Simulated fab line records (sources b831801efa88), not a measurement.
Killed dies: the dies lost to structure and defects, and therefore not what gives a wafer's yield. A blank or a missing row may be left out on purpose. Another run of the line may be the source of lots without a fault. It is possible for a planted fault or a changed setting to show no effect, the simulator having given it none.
fab line records / flow sfq-line
record: lots: 6 wafers: 18 last-day: 79
route steps=325 shown M1@72 I1@73
lots that met no fault: taken from a fault-free run of the same line
start-h: hours from the record's first day to the start of the lot's first wafer shown / wait-h: time in hours since the lot's previous step / " identical to the entry in the row above / L1.1+2: a row that stands for several wafers / - no value, or no start given / * or withheld: withheld / < > ~ a bound
route shown NAME@n: NAME is a module with steps in the file, n the number in the route of the first one / usual: mean and standard deviation over wafers with no fault / same: alike in all rows / chamber/n: place in a boat / sites: each site's reading / _std_site: how widely they spread, as a standard deviation / _edge_site: mean of outer sites minus mean of inner sites / radius-mm: how far each site lies from the wafer's centre / mask NAME#n: copy n / behind: the last tool/chamber to shape the wafer / hold: why the lot went on hold/how many hours it stayed there/how the hold came to an end / device: the transistor (n, p or np) that didn't switch / end of line: the same wafers' tests at the end of the route / for a step that has no rows: nothing shown but its recipe / killed: count of dies lost to structure and defects at first sort (not the wafer's yield) / map: per-die view of a wafer (x killed, . not killed, _ where there is no die)
set.NAME: the setting the step ran with; set.NAME@STEP: the setting that earlier step ran with / model.NAME: the simulator's own value behind a step, which no gauge read
lots at some steps of the route; a table a step, a row a wafer
services: from which hour (start-h, from the record's first day; less than 0 if before it) a tool's chamber was out of use, for how many hours, and why
== steps ==
step: SFQ_TRILAYER_M1_STRIP_SOLV_CLEAN_044
recipe: chemistry: NMP temp-c: 70 time-s: 600
step: SFQ_TRILAYER_I1_DEP_PECVD_045
recipe: material: SiO2 temp-c: 150 time-s: 111.11 pressure-torr: 2.4 rf-w: 183.3 precursor: SiH4/N2O target-thk-nm: 500
usual: heater-power-w: 82/8.9 throttle-valve-pct: 24.3/1.2
lot.wafer=L407.3 tool=pecvd-01 chamber=1 start-h=367.10 wait-h=0.0 heater-power-w=84 since-wet-clean-h=159 throttle-valve-pct=25.0
lot.wafer=L407.5 tool=pecvd-01 chamber=0 start-h=367.10 wait-h=0.0 heater-power-w=88 since-wet-clean-h=- throttle-valve-pct=23.8
lot.wafer=L407.6 tool=pecvd-01 chamber=1 start-h=367.10 wait-h=0.0 heater-power-w=88 since-wet-clean-h=- throttle-valve-pct=24.9
lot.wafer=L411.1 tool=pecvd-01 chamber=2 start-h=417.01 wait-h=0.0 heater-power-w=84 since-wet-clean-h=209 throttle-valve-pct=23.4
lot.wafer=L411.4 tool=pecvd-01 chamber=2 start-h=417.01 wait-h=0.0 heater-power-w=66 since-wet-clean-h=- throttle-valve-pct=23.4
lot.wafer=L411.6 tool=pecvd-01 chamber=0 start-h=417.01 wait-h=0.0 heater-power-w=90 since-wet-clean-h=- throttle-valve-pct=24.0
lot.wafer=L415.2 tool=pecvd-02 chamber=1 start-h=475.82 wait-h=0.0 heater-power-w=87 since-wet-clean-h=1390 throttle-valve-pct=25.5
lot.wafer=L415.4 tool=pecvd-02 chamber=2 start-h=475.82 wait-h=0.0 heater-power-w=73 since-wet-clean-h=- throttle-valve-pct=23.9
lot.wafer=L415.5 tool=pecvd-02 chamber=0 start-h=475.82 wait-h=0.0 heater-power-w=90 since-wet-clean-h=- throttle-valve-pct=25.0
lot.wafer=L418.1 tool=pecvd-02 chamber=1 start-h=616.70 wait-h=0.0 heater-power-w=88 since-wet-clean-h=39 throttle-valve-pct=23.5
lot.wafer=L418.2 tool=pecvd-02 chamber=2 start-h=616.70 wait-h=0.0 heater-power-w=78 since-wet-clean-h=39 throttle-valve-pct=22.5
lot.wafer=L418.4 tool=pecvd-02 chamber=1 start-h=616.70 wait-h=0.0 heater-power-w=74 since-wet-clean-h=- throttle-valve-pct=23.6
lot.wafer=L421.2 tool=pecvd-03 chamber=0 start-h=646.95 wait-h=0.0 heater-power-w=58 since-wet-clean-h=808 throttle-valve-pct=23.7
lot.wafer=L421.3 tool=pecvd-03 chamber=1 start-h=646.95 wait-h=0.0 heater-power-w=76 since-wet-clean-h=808 throttle-valve-pct=25.4
lot.wafer=L421.5 tool=pecvd-03 chamber=2 start-h=646.95 wait-h=0.0 heater-power-w=77 since-wet-clean-h=- throttle-valve-pct=28.0
lot.wafer=L422.2 tool=pecvd-02 chamber=0 start-h=659.10 wait-h=0.0 heater-power-w=81 since-wet-clean-h=81 throttle-valve-pct=22.6
lot.wafer=L422.4 tool=pecvd-02 chamber=1 start-h=659.10 wait-h=0.0 heater-power-w=84 since-wet-clean-h=- throttle-valve-pct=23.6
lot.wafer=L422.6 tool=pecvd-02 chamber=0 start-h=659.10 wait-h=0.0 heater-power-w=85 since-wet-clean-h=- throttle-valve-pct=22.6
step: SFQ_TRILAYER_I1_CMP_CMP_046
recipe: material: SiO2 down-force-psi: 3 platen-rpm: 60 pad-velocity-m-s: 0.94248
usual: motor-current-A: 9.9/0.86 time-to-endpoint-s: 215/8.6
lot.wafer=L407.3 tool=cmp-01 chamber=3 start-h=368.44 wait-h=1.3 motor-current-A=9.9 time-to-endpoint-s=212
lot.wafer=L407.6 tool=cmp-01 chamber=3 start-h=370.44 wait-h=3.3 motor-current-A=10.3 time-to-endpoint-s=230
lot.wafer=L407.5 tool=cmp-01 chamber=0 start-h=370.44 wait-h=3.3 motor-current-A=10.6 time-to-endpoint-s=217
lot.wafer=L411.4 tool=cmp-01 chamber=1 start-h=417.09 wait-h=0.0 motor-current-A=11.9 time-to-endpoint-s=216
lot.wafer=L411.1 tool=cmp-01 chamber=2 start-h=417.09 wait-h=0.0 motor-current-A=9.6 time-to-endpoint-s=214
lot.wafer=L411.6 tool=cmp-01 chamber=1 start-h=419.09 wait-h=2.0 motor-current-A=11.9 time-to-endpoint-s=213
lot.wafer=L415.2 tool=cmp-01 chamber=3 start-h=475.90 wait-h=0.0 motor-current-A=9.6 time-to-endpoint-s=212
lot.wafer=L415.4 tool=cmp-01 chamber=1 start-h=476.90 wait-h=1.0 motor-current-A=11.0 time-to-endpoint-s=210
lot.wafer=L415.5 tool=cmp-01 chamber=3 start-h=477.90 wait-h=2.0 motor-current-A=9.2 time-to-endpoint-s=211
lot.wafer=L418.4 tool=cmp-02 chamber=2 start-h=617.75 wait-h=1.0 motor-current-A=10.6 time-to-endpoint-s=200
lot.wafer=L418.1 tool=cmp-02 chamber=3 start-h=617.75 wait-h=1.0 motor-current-A=10.5 time-to-endpoint-s=204
lot.wafer=L418.2 tool=cmp-02 chamber=0 start-h=617.75 wait-h=1.0 motor-current-A=9.5 time-to-endpoint-s=210
lot.wafer=L421.2 tool=cmp-02 chamber=0 start-h=647.02 wait-h=0.0 motor-current-A=9.2 time-to-endpoint-s=213
lot.wafer=L421.3 tool=cmp-02 chamber=3 start-h=648.52 wait-h=1.5 motor-current-A=10.3 time-to-endpoint-s=217
lot.wafer=L421.5 tool=cmp-02 chamber=1 start-h=649.52 wait-h=2.5 motor-current-A=8.9 time-to-endpoint-s=221
lot.wafer=L422.2 tool=cmp-02 chamber=1 start-h=659.68 wait-h=0.5 motor-current-A=8.6 time-to-endpoint-s=224
lot.wafer=L422.4 tool=cmp-02 chamber=3 start-h=660.68 wait-h=1.5 motor-current-A=9.9 time-to-endpoint-s=214
lot.wafer=L422.6 tool=cmp-02 chamber=0 start-h=660.68 wait-h=1.5 motor-current-A=9.3 time-to-endpoint-s=220
step: SFQ_I1_BOW_MEAS_912
recipe: mode: bow
usual: I1_BOW: 4/7.4
lot.wafer=L407.3 tool=film-metro-04 chamber=- start-h=371.48 wait-h=2.5 I1_BOW[um]=-1
lot.wafer=L407.5 tool=film-metro-04 chamber=- start-h=371.48 wait-h=2.5 I1_BOW[um]=10
lot.wafer=L407.6 tool=film-metro-04 chamber=- start-h=371.48 wait-h=2.5 I1_BOW[um]=12
lot.wafer=L411.1 tool=film-metro-04 chamber=- start-h=420.09 wait-h=2.0 I1_BOW[um]=19
lot.wafer=L411.4 tool=film-metro-04 chamber=- start-h=420.09 wait-h=2.0 I1_BOW[um]=2
lot.wafer=L411.6 tool=film-metro-04 chamber=- start-h=420.09 wait-h=2.0 I1_BOW[um]=4
lot.wafer=L415.2 tool=film-metro-03 chamber=- start-h=478.92 wait-h=2.5 I1_BOW[um]=-1
lot.wafer=L415.4 tool=film-metro-03 chamber=- start-h=478.92 wait-h=2.5 I1_BOW[um]=1
lot.wafer=L415.5 tool=film-metro-03 chamber=- start-h=478.92 wait-h=2.5 I1_BOW[um]=1
lot.wafer=L418.1 tool=film-metro-03 chamber=- start-h=620.25 wait-h=1.5 I1_BOW[um]=2
lot.wafer=L418.2 tool=film-metro-03 chamber=- start-h=620.25 wait-h=1.5 I1_BOW[um]=-4
lot.wafer=L418.4 tool=film-metro-03 chamber=- start-h=620.25 wait-h=1.5 I1_BOW[um]=4
lot.wafer=L421.2 tool=film-metro-01 chamber=- start-h=650.04 wait-h=2.5 I1_BOW[um]=10
lot.wafer=L421.3 tool=film-metro-01 chamber=- start-h=650.04 wait-h=2.5 I1_BOW[um]=6
lot.wafer=L421.5 tool=film-metro-01 chamber=- start-h=650.04 wait-h=2.5 I1_BOW[um]=12
lot.wafer=L422.2 tool=film-metro-04 chamber=- start-h=662.20 wait-h=2.0 I1_BOW[um]=-4
lot.wafer=L422.4 tool=film-metro-04 chamber=- start-h=662.20 wait-h=2.0 I1_BOW[um]=-5
lot.wafer=L422.6 tool=film-metro-04 chamber=- start-h=662.20 wait-h=2.0 I1_BOW[um]=-2
step: SFQ_TRILAYER_I1_METRO_MEASURE_047
usual: thk-nm: 200.1/1.2
lot.wafer=L407.3 tool=film-metro-04 chamber=- start-h=371.96 wait-h=0.5 thk-nm=201.2
lot.wafer=L407.5 tool=film-metro-04 chamber=- start-h=371.96 wait-h=0.5 thk-nm=200.4
lot.wafer=L407.6 tool=film-metro-04 chamber=- start-h=371.96 wait-h=0.5 thk-nm=202.0
lot.wafer=L411.1 tool=film-metro-04 chamber=- start-h=420.21 wait-h=0.1 thk-nm=200.1
lot.wafer=L411.4 tool=film-metro-04 chamber=- start-h=420.21 wait-h=0.1 thk-nm=198.9
lot.wafer=L411.6 tool=film-metro-04 chamber=- start-h=420.21 wait-h=0.1 thk-nm=198.6
lot.wafer=L415.2 tool=film-metro-03 chamber=- start-h=479.22 wait-h=0.3 thk-nm=201.2
lot.wafer=L415.4 tool=film-metro-03 chamber=- start-h=479.22 wait-h=0.3 thk-nm=200.1
lot.wafer=L415.5 tool=film-metro-03 chamber=- start-h=479.22 wait-h=0.3 thk-nm=200.7
lot.wafer=L418.1 tool=film-metro-03 chamber=- start-h=620.37 wait-h=0.1 thk-nm=203.3
lot.wafer=L418.2 tool=film-metro-03 chamber=- start-h=620.37 wait-h=0.1 thk-nm=201.4
lot.wafer=L418.4 tool=film-metro-03 chamber=- start-h=620.37 wait-h=0.1 thk-nm=199.4
lot.wafer=L421.2 tool=film-metro-01 chamber=- start-h=650.34 wait-h=0.3 thk-nm=199.7
lot.wafer=L421.3 tool=film-metro-01 chamber=- start-h=650.34 wait-h=0.3 thk-nm=200.3
lot.wafer=L421.5 tool=film-metro-01 chamber=- start-h=650.34 wait-h=0.3 thk-nm=200.2
lot.wafer=L422.2 tool=film-metro-04 chamber=- start-h=662.50 wait-h=0.3 thk-nm=203.6
lot.wafer=L422.4 tool=film-metro-04 chamber=- start-h=662.50 wait-h=0.3 thk-nm=201.2
lot.wafer=L422.6 tool=film-metro-04 chamber=- start-h=662.50 wait-h=0.3 thk-nm=199.2
step: SFQ_TRILAYER_I1_VIA_LITHO_COAT_054
recipe: resist: BARC spin-rpm: 3000 resist-thk-nm: 62
step: SFQ_TRILAYER_I1_VIA_LITHO_COAT_049
recipe: resist: KrF spin-rpm: 3000 resist-thk-nm: 650
step: SFQ_TRILAYER_I1_VIA_LITHO_SOFTBAKE_053
recipe: temp-c: withheld time-s: withheld resist: KrF
step: SFQ_TRILAYER_I1_VIA_LITHO_EXPOSE_050
recipe: mask-id: I1 na: 0.6 source-shape: conventional sigma-outer: 0.65 target-cd-nm: 500 dose-mj: 21.3
step: SFQ_TRILAYER_I1_VIA_LITHO_PEB_052
recipe: peb-temp-c: 115 peb-time-s: 60 resist: KrF
step: SFQ_TRILAYER_I1_VIA_LITHO_DEVELOP_051
recipe: time-s: 60 resist: KrF
step: SFQ_I1_OVL_MEAS_913
usual: I1_OVL: -1/4.5
lot.wafer=L407.3 tool=overlay-01 chamber=- start-h=521.89 wait-h=0.1 I1_OVL[nm]=-2
lot.wafer=L407.5 tool=overlay-01 chamber=- start-h=521.89 wait-h=0.1 I1_OVL[nm]=-7
lot.wafer=L407.6 tool=overlay-01 chamber=- start-h=521.89 wait-h=0.1 I1_OVL[nm]=-7
lot.wafer=L411.1 tool=overlay-02 chamber=- start-h=563.88 wait-h=0.1 I1_OVL[nm]=2
lot.wafer=L411.4 tool=overlay-02 chamber=- start-h=563.88 wait-h=0.1 I1_OVL[nm]=5
lot.wafer=L411.6 tool=overlay-02 chamber=- start-h=563.88 wait-h=0.1 I1_OVL[nm]=4
lot.wafer=L415.2 tool=overlay-01 chamber=- start-h=612.09 wait-h=0.1 I1_OVL[nm]=10
lot.wafer=L415.4 tool=overlay-01 chamber=- start-h=612.09 wait-h=0.1 I1_OVL[nm]=6
lot.wafer=L415.5 tool=overlay-01 chamber=- start-h=612.09 wait-h=0.1 I1_OVL[nm]=2
lot.wafer=L418.1 tool=overlay-02 chamber=- start-h=626.91 wait-h=0.1 I1_OVL[nm]=-6
lot.wafer=L418.2 tool=overlay-02 chamber=- start-h=626.91 wait-h=0.1 I1_OVL[nm]=-2
lot.wafer=L418.4 tool=overlay-02 chamber=- start-h=626.91 wait-h=0.1 I1_OVL[nm]=1
lot.wafer=L421.2 tool=overlay-02 chamber=- start-h=806.13 wait-h=0.1 I1_OVL[nm]=0
lot.wafer=L421.3 tool=overlay-02 chamber=- start-h=806.13 wait-h=0.1 I1_OVL[nm]=-4
lot.wafer=L421.5 tool=overlay-02 chamber=- start-h=806.13 wait-h=0.1 I1_OVL[nm]=3
lot.wafer=L422.2 tool=overlay-02 chamber=- start-h=822.86 wait-h=0.1 I1_OVL[nm]=-5
lot.wafer=L422.4 tool=overlay-02 chamber=- start-h=822.86 wait-h=0.1 I1_OVL[nm]=2
lot.wafer=L422.6 tool=overlay-02 chamber=- start-h=822.86 wait-h=0.1 I1_OVL[nm]=-6
step: SFQ_TRILAYER_I1_VIA_BARC_OPEN_VIA_ETCH_071
recipe: mask-material: PR chemistry: O2 target-depth-nm: 125 target: BARC source-w: 500 bias-w: 80 pressure-mtorr: 30 time-s: 41.7
usual: drypump-motor-current-A: 5.8/0.38 oes-product-au: 0.685/0.0049
lot.wafer=L407.3 tool=rie-diel-01 chamber=0 start-h=521.91 wait-h=0.0 drypump-motor-current-A=5.4 oes-product-au=0.686 rf-hours-counter-h=0 model.KrF_of_TRILAYER_I1_VIA_LITHO_COAT_049.thk-nm=571.9
lot.wafer=L407.5 tool=rie-diel-01 chamber=2 start-h=521.91 wait-h=0.0 drypump-motor-current-A=5.3 oes-product-au=0.678 rf-hours-counter-h=- model.KrF_of_TRILAYER_I1_VIA_LITHO_COAT_049.thk-nm=571.7
lot.wafer=L407.6 tool=rie-diel-01 chamber=3 start-h=521.91 wait-h=0.0 drypump-motor-current-A=6.3 oes-product-au=0.689 rf-hours-counter-h=- model.KrF_of_TRILAYER_I1_VIA_LITHO_COAT_049.thk-nm=574
lot.wafer=L411.1 tool=rie-diel-01 chamber=2 start-h=563.91 wait-h=0.0 drypump-motor-current-A=5.3 oes-product-au=0.675 rf-hours-counter-h=50 model.KrF_of_TRILAYER_I1_VIA_LITHO_COAT_049.thk-nm=566.9
lot.wafer=L411.4 tool=rie-diel-01 chamber=3 start-h=563.91 wait-h=0.0 drypump-motor-current-A=6.3 oes-product-au=0.691 rf-hours-counter-h=2 model.KrF_of_TRILAYER_I1_VIA_LITHO_COAT_049.thk-nm=569.8
lot.wafer=L411.6 tool=rie-diel-01 chamber=0 start-h=563.91 wait-h=0.0 drypump-motor-current-A=5.4 oes-product-au=0.688 rf-hours-counter-h=- model.KrF_of_TRILAYER_I1_VIA_LITHO_COAT_049.thk-nm=565.8
lot.wafer=L415.2 tool=rie-diel-04 chamber=3 start-h=612.12 wait-h=0.0 drypump-motor-current-A=5.6 oes-product-au=0.683 rf-hours-counter-h=8 model.KrF_of_TRILAYER_I1_VIA_LITHO_COAT_049.thk-nm=573.6
lot.wafer=L415.4 tool=rie-diel-04 chamber=1 start-h=612.12 wait-h=0.0 drypump-motor-current-A=6.2 oes-product-au=0.684 rf-hours-counter-h=2 model.KrF_of_TRILAYER_I1_VIA_LITHO_COAT_049.thk-nm=572.4
lot.wafer=L415.5 tool=rie-diel-04 chamber=1 start-h=612.12 wait-h=0.0 drypump-motor-current-A=6.2 oes-product-au=0.678 rf-hours-counter-h=- model.KrF_of_TRILAYER_I1_VIA_LITHO_COAT_049.thk-nm=573
lot.wafer=L418.1 tool=rie-diel-04 chamber=3 start-h=626.94 wait-h=0.0 drypump-motor-current-A=5.6 oes-product-au=0.684 rf-hours-counter-h=8 model.KrF_of_TRILAYER_I1_VIA_LITHO_COAT_049.thk-nm=573.6
lot.wafer=L418.2 tool=rie-diel-04 chamber=2 start-h=626.94 wait-h=0.0 drypump-motor-current-A=6.2 oes-product-au=0.675 rf-hours-counter-h=2 model.KrF_of_TRILAYER_I1_VIA_LITHO_COAT_049.thk-nm=574.4
lot.wafer=L418.4 tool=rie-diel-04 chamber=0 start-h=626.94 wait-h=0.0 drypump-motor-current-A=5.5 oes-product-au=0.683 rf-hours-counter-h=8 model.KrF_of_TRILAYER_I1_VIA_LITHO_COAT_049.thk-nm=575.2
lot.wafer=L421.2 tool=rie-diel-04 chamber=0 start-h=806.16 wait-h=0.0 drypump-motor-current-A=5.5 oes-product-au=0.681 rf-hours-counter-h=10 model.KrF_of_TRILAYER_I1_VIA_LITHO_COAT_049.thk-nm=552.6
lot.wafer=L421.3 tool=rie-diel-04 chamber=2 start-h=806.16 wait-h=0.0 drypump-motor-current-A=6.2 oes-product-au=0.676 rf-hours-counter-h=4 model.KrF_of_TRILAYER_I1_VIA_LITHO_COAT_049.thk-nm=569.8
lot.wafer=L421.5 tool=rie-diel-04 chamber=3 start-h=806.16 wait-h=0.0 drypump-motor-current-A=5.6 oes-product-au=0.683 rf-hours-counter-h=- model.KrF_of_TRILAYER_I1_VIA_LITHO_COAT_049.thk-nm=569.5
lot.wafer=L422.2 tool=rie-diel-04 chamber=1 start-h=822.89 wait-h=0.0 drypump-motor-current-A=6.2 oes-product-au=0.691 rf-hours-counter-h=4 model.KrF_of_TRILAYER_I1_VIA_LITHO_COAT_049.thk-nm=557.1
lot.wafer=L422.4 tool=rie-diel-04 chamber=0 start-h=822.89 wait-h=0.0 drypump-motor-current-A=5.5 oes-product-au=0.689 rf-hours-counter-h=10 model.KrF_of_TRILAYER_I1_VIA_LITHO_COAT_049.thk-nm=572.4
lot.wafer=L422.6 tool=rie-diel-04 chamber=3 start-h=822.89 wait-h=0.0 drypump-motor-current-A=5.6 oes-product-au=0.691 rf-hours-counter-h=- model.KrF_of_TRILAYER_I1_VIA_LITHO_COAT_049.thk-nm=557.1
step: SFQ_TRILAYER_I1_VIA_ETCH_VIA_ETCH_052
recipe: target: SiO2 stop-on: Nb mask-material: PR taper-deg: 20 chemistry: CHF3 target-depth-nm: 260 source-w: 500 bias-w: 80 pressure-mtorr: 30 time-s: withheld
usual: drypump-motor-current-A: 5.8/0.39 oes-product-au: 0.855/0.0049
lot.wafer=L407.3 tool=rie-diel-01 chamber=0 start-h=521.95 wait-h=0.0 drypump-motor-current-A=5.4 oes-product-au=0.857 model.KrF_of_TRILAYER_I1_VIA_LITHO_COAT_049.thk-nm=527.3
lot.wafer=L407.5 tool=rie-diel-01 chamber=2 start-h=521.95 wait-h=0.0 drypump-motor-current-A=5.3 oes-product-au=0.853 model.KrF_of_TRILAYER_I1_VIA_LITHO_COAT_049.thk-nm=527
lot.wafer=L407.6 tool=rie-diel-01 chamber=3 start-h=521.95 wait-h=0.0 drypump-motor-current-A=6.2 oes-product-au=0.865 model.KrF_of_TRILAYER_I1_VIA_LITHO_COAT_049.thk-nm=529.9
lot.wafer=L411.1 tool=rie-diel-01 chamber=2 start-h=563.95 wait-h=0.0 drypump-motor-current-A=5.3 oes-product-au=0.853 model.KrF_of_TRILAYER_I1_VIA_LITHO_COAT_049.thk-nm=521.6
lot.wafer=L411.4 tool=rie-diel-01 chamber=3 start-h=563.95 wait-h=0.0 drypump-motor-current-A=6.2 oes-product-au=0.855 model.KrF_of_TRILAYER_I1_VIA_LITHO_COAT_049.thk-nm=525.1
lot.wafer=L411.6 tool=rie-diel-01 chamber=0 start-h=563.95 wait-h=0.0 drypump-motor-current-A=5.5 oes-product-au=0.852 model.KrF_of_TRILAYER_I1_VIA_LITHO_COAT_049.thk-nm=520.5
lot.wafer=L415.2 tool=rie-diel-04 chamber=3 start-h=612.16 wait-h=0.0 drypump-motor-current-A=5.6 oes-product-au=0.865 model.KrF_of_TRILAYER_I1_VIA_LITHO_COAT_049.thk-nm=528.1
lot.wafer=L415.4 tool=rie-diel-04 chamber=1 start-h=612.16 wait-h=0.0 drypump-motor-current-A=6.3 oes-product-au=0.858 model.KrF_of_TRILAYER_I1_VIA_LITHO_COAT_049.thk-nm=526.6
lot.wafer=L415.5 tool=rie-diel-04 chamber=1 start-h=612.16 wait-h=0.0 drypump-motor-current-A=6.2 oes-product-au=0.857 model.KrF_of_TRILAYER_I1_VIA_LITHO_COAT_049.thk-nm=527
lot.wafer=L418.1 tool=rie-diel-04 chamber=3 start-h=626.98 wait-h=0.0 drypump-motor-current-A=5.6 oes-product-au=0.863 model.KrF_of_TRILAYER_I1_VIA_LITHO_COAT_049.thk-nm=528.6
lot.wafer=L418.2 tool=rie-diel-04 chamber=2 start-h=626.98 wait-h=0.0 drypump-motor-current-A=6.2 oes-product-au=0.864 model.KrF_of_TRILAYER_I1_VIA_LITHO_COAT_049.thk-nm=529.5
lot.wafer=L418.4 tool=rie-diel-04 chamber=0 start-h=626.98 wait-h=0.0 drypump-motor-current-A=5.5 oes-product-au=0.854 model.KrF_of_TRILAYER_I1_VIA_LITHO_COAT_049.thk-nm=530.6
lot.wafer=L421.2 tool=rie-diel-04 chamber=0 start-h=806.20 wait-h=0.0 drypump-motor-current-A=5.5 oes-product-au=0.849 model.KrF_of_TRILAYER_I1_VIA_LITHO_COAT_049.thk-nm=506.9
lot.wafer=L421.3 tool=rie-diel-04 chamber=2 start-h=806.20 wait-h=0.0 drypump-motor-current-A=6.2 oes-product-au=0.855 model.KrF_of_TRILAYER_I1_VIA_LITHO_COAT_049.thk-nm=524.6
lot.wafer=L421.5 tool=rie-diel-04 chamber=3 start-h=806.20 wait-h=0.0 drypump-motor-current-A=5.6 oes-product-au=0.855 model.KrF_of_TRILAYER_I1_VIA_LITHO_COAT_049.thk-nm=524.9
lot.wafer=L422.2 tool=rie-diel-04 chamber=1 start-h=822.93 wait-h=0.0 drypump-motor-current-A=6.3 oes-product-au=0.862 model.KrF_of_TRILAYER_I1_VIA_LITHO_COAT_049.thk-nm=512.4
lot.wafer=L422.4 tool=rie-diel-04 chamber=0 start-h=822.93 wait-h=0.0 drypump-motor-current-A=5.4 oes-product-au=0.856 model.KrF_of_TRILAYER_I1_VIA_LITHO_COAT_049.thk-nm=527.2
lot.wafer=L422.6 tool=rie-diel-04 chamber=3 start-h=822.93 wait-h=0.0 drypump-motor-current-A=5.6 oes-product-au=0.847 model.KrF_of_TRILAYER_I1_VIA_LITHO_COAT_049.thk-nm=512.5
step: SFQ_TRILAYER_I1_VIA_STRIP_STRIP_053
recipe: gas: O2 power-w: 200 platen-temp-c: 40 overash-fraction: 0.65 chemistry: O2 pressure-mtorr: 50
usual: drypump-motor-current-A: 5.9/0.49 he-backside-leak-sccm: 3.3/0.33 oes-product-au: 0.994/0.0073
lot.wafer=L407.3 tool=rie-metal-01 chamber=1 start-h=522.27 wait-h=- drypump-motor-current-A=6.1 he-backside-leak-sccm=3.0 oes-product-au=1.001 rf-hours-counter-h=-
lot.wafer=L407.5 tool=rie-metal-01 chamber=0 start-h=522.27 wait-h=- drypump-motor-current-A=5.9 he-backside-leak-sccm=3.1 oes-product-au=0.998 rf-hours-counter-h=-
lot.wafer=L407.6 tool=rie-metal-01 chamber=1 start-h=522.27 wait-h=- drypump-motor-current-A=6.1 he-backside-leak-sccm=3.1 oes-product-au=1.004 rf-hours-counter-h=-
lot.wafer=L411.1 tool=rie-metal-04 chamber=0 start-h=564.07 wait-h=- drypump-motor-current-A=6.2 he-backside-leak-sccm=3.0 oes-product-au=0.988 rf-hours-counter-h=3
lot.wafer=L411.4 tool=rie-metal-04 chamber=0 start-h=564.07 wait-h=- drypump-motor-current-A=6.2 he-backside-leak-sccm=3.2 oes-product-au=0.988 rf-hours-counter-h=-
lot.wafer=L411.6 tool=rie-metal-04 chamber=0 start-h=564.07 wait-h=- drypump-motor-current-A=6.2 he-backside-leak-sccm=3.0 oes-product-au=0.983 rf-hours-counter-h=-
lot.wafer=L415.2 tool=rie-metal-01 chamber=0 start-h=612.27 wait-h=- drypump-motor-current-A=5.8 he-backside-leak-sccm=3.1 oes-product-au=0.989 rf-hours-counter-h=5
lot.wafer=L415.4 tool=rie-metal-01 chamber=1 start-h=612.27 wait-h=- drypump-motor-current-A=6.1 he-backside-leak-sccm=3.3 oes-product-au=0.983 rf-hours-counter-h=-
lot.wafer=L415.5 tool=rie-metal-01 chamber=1 start-h=612.27 wait-h=- drypump-motor-current-A=6.1 he-backside-leak-sccm=3.2 oes-product-au=0.992 rf-hours-counter-h=-
lot.wafer=L418.1 tool=rie-metal-01 chamber=0 start-h=627.10 wait-h=- drypump-motor-current-A=5.8 he-backside-leak-sccm=3.1 oes-product-au=0.987 rf-hours-counter-h=7
lot.wafer=L418.2 tool=rie-metal-01 chamber=1 start-h=627.10 wait-h=- drypump-motor-current-A=6.0 he-backside-leak-sccm=3.3 oes-product-au=0.982 rf-hours-counter-h=38
lot.wafer=L418.4 tool=rie-metal-01 chamber=1 start-h=627.10 wait-h=- drypump-motor-current-A=6.0 he-backside-leak-sccm=3.2 oes-product-au=0.985 rf-hours-counter-h=-
lot.wafer=L421.2 tool=rie-metal-04 chamber=0 start-h=806.32 wait-h=- drypump-motor-current-A=6.3 he-backside-leak-sccm=3.0 oes-product-au=0.982 rf-hours-counter-h=42
lot.wafer=L421.3 tool=rie-metal-04 chamber=1 start-h=806.32 wait-h=- drypump-motor-current-A=5.0 he-backside-leak-sccm=3.6 oes-product-au=1.004 rf-hours-counter-h=-
lot.wafer=L421.5 tool=rie-metal-04 chamber=0 start-h=806.32 wait-h=- drypump-motor-current-A=6.3 he-backside-leak-sccm=3.0 oes-product-au=0.988 rf-hours-counter-h=-
lot.wafer=L422.2 tool=rie-metal-01 chamber=0 start-h=823.04 wait-h=- drypump-motor-current-A=5.9 he-backside-leak-sccm=3.2 oes-product-au=0.992 rf-hours-counter-h=38
lot.wafer=L422.4 tool=rie-metal-01 chamber=1 start-h=823.04 wait-h=- drypump-motor-current-A=6.0 he-backside-leak-sccm=3.2 oes-product-au=1.001 rf-hours-counter-h=-
lot.wafer=L422.6 tool=rie-metal-01 chamber=0 start-h=823.04 wait-h=- drypump-motor-current-A=5.8 he-backside-leak-sccm=3.2 oes-product-au=1.006 rf-hours-counter-h=-
== services ==
tool=rie-metal-01 chamber=0 start-h=390.42 hours=6.4 kind=repair
tool=rie-metal-01 chamber=- start-h=392.58 hours=1.4 kind=pm
tool=rie-diel-04 chamber=0 start-h=413.14 hours=8.2 kind=repair
tool=rie-diel-04 chamber=2 start-h=419.55 hours=2.5 kind=repair
tool=rie-diel-01 chamber=0 start-h=460.26 hours=3.2 kind=repair
tool=rie-diel-04 chamber=3 start-h=477.91 hours=2.5 kind=repair
tool=rie-diel-01 chamber=3 start-h=482.45 hours=15.5 kind=repair
tool=rie-diel-04 chamber=- start-h=487.50 hours=0.3 kind=repair
tool=rie-diel-01 chamber=3 start-h=527.71 hours=24.1 kind=repair
tool=rie-diel-01 chamber=2 start-h=531.31 hours=1.7 kind=repair
tool=rie-diel-01 chamber=0 start-h=533.58 hours=8.6 kind=repair
tool=rie-diel-04 chamber=2 start-h=533.77 hours=4.6 kind=repair
tool=rie-diel-04 chamber=3 start-h=534.09 hours=6.8 kind=repair
tool=rie-metal-01 chamber=1 start-h=577.41 hours=1.2 kind=repair
tool=rie-diel-04 chamber=- start-h=579.75 hours=0.6 kind=repair
tool=rie-diel-01 chamber=0 start-h=581.85 hours=4.9 kind=repair
tool=rie-diel-01 chamber=1 start-h=693.81 hours=2.8 kind=repair
tool=rie-diel-04 chamber=- start-h=700.05 hours=14.6 kind=pm
tool=rie-diel-01 chamber=0 start-h=700.46 hours=3.3 kind=repair
tool=rie-diel-01 chamber=- start-h=745.67 hours=1.2 kind=repair
tool=rie-metal-01 chamber=1 start-h=745.96 hours=3.2 kind=repair
tool=rie-diel-04 chamber=0 start-h=760.55 hours=9.2 kind=repair
tool=rie-diel-01 chamber=1 start-h=774.82 hours=8.8 kind=repair
tool=rie-diel-04 chamber=1 start-h=783.60 hours=10.7 kind=repair
== key ==
first-sign none at tools or gauges
model-effect: step: SFQ_TRILAYER_I1_VIA_BARC_OPEN_VIA_ETCH_071 value: KrF_of_TRILAYER_I1_VIA_LITHO_COAT_049.thk-nm without: 571.7 struck: 555.6
model-effect: step: SFQ_TRILAYER_I1_VIA_ETCH_VIA_ETCH_052 value: KrF_of_TRILAYER_I1_VIA_LITHO_COAT_049.thk-nm without: 526.7 struck: 510.6
met-at SFQ_TRILAYER_I1_VIA_BARC_OPEN_VIA_ETCH_071
struck-wafers L421.2,L422.2,L422.6
onset-between 626.94 806.16
fault: kind: process-parameter-drift tool: rie-diel-04 chamber: - onset-h: 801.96 steps: SFQ_TRILAYER_I1_VIA_BARC_OPEN_VIA_ETCH_071 channel: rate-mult offset: 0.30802 shape: step end-h: 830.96 scope: struck-wafers-only
